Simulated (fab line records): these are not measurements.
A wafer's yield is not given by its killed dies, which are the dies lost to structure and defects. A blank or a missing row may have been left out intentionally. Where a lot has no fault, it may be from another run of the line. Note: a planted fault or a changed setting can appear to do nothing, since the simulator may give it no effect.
Which tool did it? | flow gf180mcu | 12 lots, 36 wafers sampled, at 3 steps of a route of 602

## WHAT EACH GAUGE READ, for each wafer
GF_M3_CD_MEAS_14 targets a cd of 280 nm. Usual: cd_nm 279.9 nm, standard deviation 1.2.
lot  | measured     | on        | cd_nm (nm)        | flag
L172 | day 21 04:59 | cd_sem-02 | 280.4 281.8 281.2 |
L173 | day 21 07:58 | cd_sem-01 | 280.8 280.2 280.5 |
L174 | day 22 04:14 | cd_sem-02 | 279.0 279.9 279.7 |
L175 | day 22 21:06 | cd_sem-01 | 278.3 278.3 278.3 |
L182 | day 25 03:19 | cd_sem-01 | 280.0 280.0 280.2 |
L184 | day 25 16:47 | cd_sem-01 | 278.4 277.8 278.8 |
L186 | day 26 13:49 | cd_sem-01 | 279.3 278.6 279.0 |
L191 | day 27 18:50 | cd_sem-01 | 280.1 278.0 278.8 |
L192 | day 27 22:23 | cd_sem-02 | 280.9 279.6 281.4 |
L193 | day 28 10:37 | cd_sem-01 | 279.9 278.8 279.4 |
L194 | day 28 15:41 | cd_sem-02 | 279.7 279.3 279.4 |
L195 | day 29 02:25 | cd_sem-01 | 278.7 280.6 279.7 |

GF_M3_OVL_MEAS_15. Usual: M3_OVL typically reads 5 nm, with standard deviation 5.1.
lot  | measured     | on         | M3_OVL (nm) | flag
L172 | day 21 05:05 | overlay-02 | 3 3 4       |
L173 | day 21 08:04 | overlay-01 | 8 1 2       |
L174 | day 22 04:22 | overlay-01 | 2 2 2       |
L175 | day 22 21:13 | overlay-01 | 1 6 -3      |
L182 | day 25 03:26 | overlay-02 | 4 7 7       |
L184 | day 25 16:54 | overlay-01 | 7 7 3       |
L186 | day 26 13:56 | overlay-01 | 2 2 -3      |
L191 | day 27 18:56 | overlay-02 | 15 18 17    |
L192 | day 27 22:29 | overlay-01 | 8 5 7       |
L193 | day 28 10:43 | overlay-01 | 7 3 7       |
L194 | day 28 15:48 | overlay-01 | 6 7 4       |
L195 | day 29 02:32 | overlay-01 | 4 13 6      |

## WHAT TOOL EACH LOT RAN ON (gives the tool, then ch and the chambers of the sampled wafers, and finally the start)
lot  | GF_V2_CMP_26
L172 | cmp-02 ch 2,3, day 20 04:43
L173 | cmp-02 ch 0,1,3, day 20 07:54
L174 | cmp-02 ch 0,1,2, day 21 04:22
L175 | cmp-02 ch 0,1,3, day 21 20:53
L182 | cmp-02 ch 0,1,2, day 24 04:55
L184 | cmp-02 ch 0,2, day 24 18:34
L186 | cmp-01 ch 0,1,3, day 25 16:26
L191 | cmp-01 ch 1,2,3, day 26 22:26
L192 | cmp-01 ch 0,1, day 27 02:25
L193 | cmp-02 ch 0,2,3, day 27 14:00
L194 | cmp-02 ch 1,2,3, day 27 19:34
L195 | cmp-01 ch 0,1,2, day 28 06:16
- GF_V2_CMP_26: polishes, stops on SiO2, t overpolish 15 s, target thk 0 nm.

## AS READ BY THE TOOLS THEMSELVES (means over the sampled wafers that have a number; for cases with no such wafer, the mark the record gives instead)
GF_V2_CMP_26. Usual: edge_zone_pressure_frac 1.000, standard deviation 0.0052; motor_current_A 11.8 A, standard deviation 1.2; overpolish_run_s 15.000 s, standard deviation 0.0089; time_to_endpoint_s 87 s, standard deviation 3.8.
lot  | tool   | edge_zone_pressure_frac | motor_current_A (A) | overpolish_run_s (s) | time_to_endpoint_s (s) | flag
L172 | cmp-02 | 1.010                   | 13.4                | 15.000               | 89                     |
L173 | cmp-02 | 1.002                   | 10.8                | 15.002               | 91                     |
L174 | cmp-02 | 1.000                   | 12.1                | 15.007               | 86                     |
L175 | cmp-02 | 0.997                   | 11.3                | 15.009               | 92                     |
L182 | cmp-02 | 0.999                   | 12.5                | 13.806               | 87                     | OFF
L184 | cmp-02 | 1.005                   | 13.1                | 13.809               | 84                     | OFF
L186 | cmp-01 | 0.993                   | 11.9                | 14.993               | 88                     |
L191 | cmp-01 | 1.003                   | 11.3                | 14.997               | 85                     |
L192 | cmp-01 | 0.996                   | 11.8                | 14.997               | 83                     |
L193 | cmp-02 | 1.005                   | 12.3                | 14.998               | 84                     |
L194 | cmp-02 | 0.995                   | 12.2                | 14.993               | 87                     |
L195 | cmp-01 | 1.003                   | 11.0                | 15.002               | 84                     |

## THE ANSWER, worked out from the rows above alone
Rule: lot off if the mean of its wafers having a number is beyond 3 standard deviations from the usual mean. Also off: a lot with no number at a reading for which 4 or more lots have one. Any other lot the step has rows for is counted as sound. The gauges are gone through in route order, then the tools' own readings, and for those a lot's mean is taken as printed above. The first step at which some lot is off is used, and at that step the reading that is off furthest; a lot without a number counts as furthest.
Off, at GF_V2_CMP_26 on overpolish_run_s: L182, L184.
A tool fits if, at that step or a process step before it, it ran every lot that is off, and no sound lot after the first of them. No candidate that was tried fits.

## WHAT WAS PUT IN BY THE SIMULATOR
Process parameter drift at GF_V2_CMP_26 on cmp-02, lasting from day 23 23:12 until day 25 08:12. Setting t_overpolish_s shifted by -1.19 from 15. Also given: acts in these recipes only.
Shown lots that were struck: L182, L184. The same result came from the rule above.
